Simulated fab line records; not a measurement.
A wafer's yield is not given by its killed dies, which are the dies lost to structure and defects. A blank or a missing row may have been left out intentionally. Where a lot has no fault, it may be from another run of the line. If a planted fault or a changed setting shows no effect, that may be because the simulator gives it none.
A lot that was struck, set against a sound lot    flow sky130    34 steps out of a route of 708
Sound: wafers L607.2, L607.4, L607.5. Wafers L611.2, L611.4, L611.5 were the ones struck. Last of all comes the cause.
At each step with rows: each side's tool, then ch and its chambers, then its first start. Under that, the readings that differ: sound wafers    struck wafers    difference of the means    sigmas: that difference in standard deviations of wafers without a fault.
alike: same words and numbers on both sides, and readings whose means sit less than 2 such deviations apart. not compared: any withheld reading, any reading some wafer has no value for, any bound like >300 that may hide the same value, and any number with overlapping values for which the record gives no deviation.
Wherever a step has rows on one side only, a row that says differs or no value, or a row with sigmas, the two part there. Numbers that have no deviation but don't overlap get no sigmas and don't part them. A reading missing from all wafers of one side parts the sides only when that side holds two or more wafers.

first, 10 steps without rows for these wafers: SKY_METAL4_PEB_11; SKY_METAL4_DEVELOP_12 (develop time 60 s); SKY_METAL4_DESCUM_15 (chemistry O2, time 8 s); SKY_METAL4_ETCH_16 (etches BARC in N2/H2, stops on SiO2, time 88.2 s, target depth 60 nm); SKY_METAL4_ETCH_17 (etches SiO2 in C4F8/O2/Ar, stops on TiN, time 3.9 s, target depth 15 nm); SKY_METAL4_METAL_ETCH_18 (etches the open film in Cl2/BCl3, stops on SiO2, target depth 845 nm, time 183.1 s); SKY_METAL4_STRIP_19 (strips in O2/N2); SKY_METAL4_STRIP_20 (strips in post etch residue remover, time 1200 s); SKY_METAL4_CLEAN_21 (cleans in IPA, time 180 s); SKY_METAL4_CLEAN_22 (cleans in O3/DIW).
SKY_VIA4_HDPCVD_00: deposits SiO2, target thk 1750 nm, time 291.7 s.
  sound on hdpcvd-01 ch 0,1, day 42 02:14; struck on hdpcvd-02 ch 0,1,2, day 43 00:58
then, 22 steps without rows for these wafers: SKY_VIA4_CMP_02 (polishes SiO2); SKY_VIA4_DEHYDRATE_04 (time 60 s); SKY_VIA4_HMDS_05 (prime time 60 s); SKY_VIA4_COAT_06 (resist thk 1140 nm); SKY_VIA4_SOFTBAKE_07 (time 60 s); SKY_VIA4_EXPOSE_08 (exposes mask VIM4, target cd 800 nm); SKY_VIA4_PEB_09; SKY_VIA4_DEVELOP_10 (develop time 60 s); SKY_VIA4_ETCH_12 (etches SiO2 in C4F8/O2/Ar, stops on TiN, target depth 580 nm); SKY_VIA4_STRIP_13 (strips in O2/N2); SKY_VIA4_STRIP_14 (strips in post etch residue remover, time 1200 s); SKY_VIA4_CLEAN_15 (cleans in IPA, time 180 s); SKY_VIA4_CLEAN_16 (cleans in O3/DIW); SKY_VIA4_SPUTTER_17 (material TiN, target thk 20 nm, time 80 s); SKY_VIA4_CVD_18 (deposits W, target thk 505 nm, time 152.14 s); SKY_VIA4_CMP_21 (polishes, stops on SiO2, t overpolish 25 s, target thk 0 nm); SKY_METAL5_SPUTTER_00 (material Ti, target thk 15 nm, time 10 s); SKY_METAL5_SPUTTER_01 (material TiN, target thk 20 nm, time 16.7 s); SKY_METAL5_SPUTTER_02 (material AlCu, target thk 1150 nm, time 61.2 s); SKY_METAL5_SPUTTER_03 (material Ti, target thk 5 nm, time 3.3 s); SKY_METAL5_SPUTTER_04 (material TiN, target thk 70 nm, time 58.3 s); SKY_METAL5_DEHYDRATE_07 (time 60 s).
-- the record jumps here: 4 days lie between the struck wafers' starts before and after (it left off in module METAL5 and takes up again in module PAD_OPEN, whose first step shown is number 708 of the route) --
SKY_PAD_OPEN_PROBE_99:
  sound on prober-02, day 46 01:29; struck on prober-02, day 46 22:04
reading                                sound             struck                                                                      difference                    sigmas
hold                                   - - -             await_dispo/1.4h/release await_dispo/1.4h/release await_dispo/1.4h/release  no value on the sound wafers  
killed_at_M4_up                        1 2 3             45 19 37                                                                    +32                           +18
killed_at_front_end                    26 29 15          16 12 15                                                                    -9                            -2
sort_bin_3_pad_short (%)               1.2 1.0 1.0       2.2 1.8 3.3                                                                 +1.4                          +3
model.etest.tester.sort_bin_3_pct (%)  1.22 1.016 1.016  2.236 1.829 3.252                                                           +1.355                        
  alike: defect_limited_yield, killed_at_M0_to_M3, killed_at_contacts, killed_at_other, killed_dies, killed_open, killed_short, sort_bin_5_function, sort_bin_6_memory, sort_n_pass, sort_yield_pct
  not compared: model.etest.tester.sort_n_pass, model.etest.tester.sort_yield_pct, model.etest.tester.sort_bin_5_pct

## WHERE THEY PART
Only at SKY_PAD_OPEN_PROBE_99, within this record.

WHY: what the simulator had put in
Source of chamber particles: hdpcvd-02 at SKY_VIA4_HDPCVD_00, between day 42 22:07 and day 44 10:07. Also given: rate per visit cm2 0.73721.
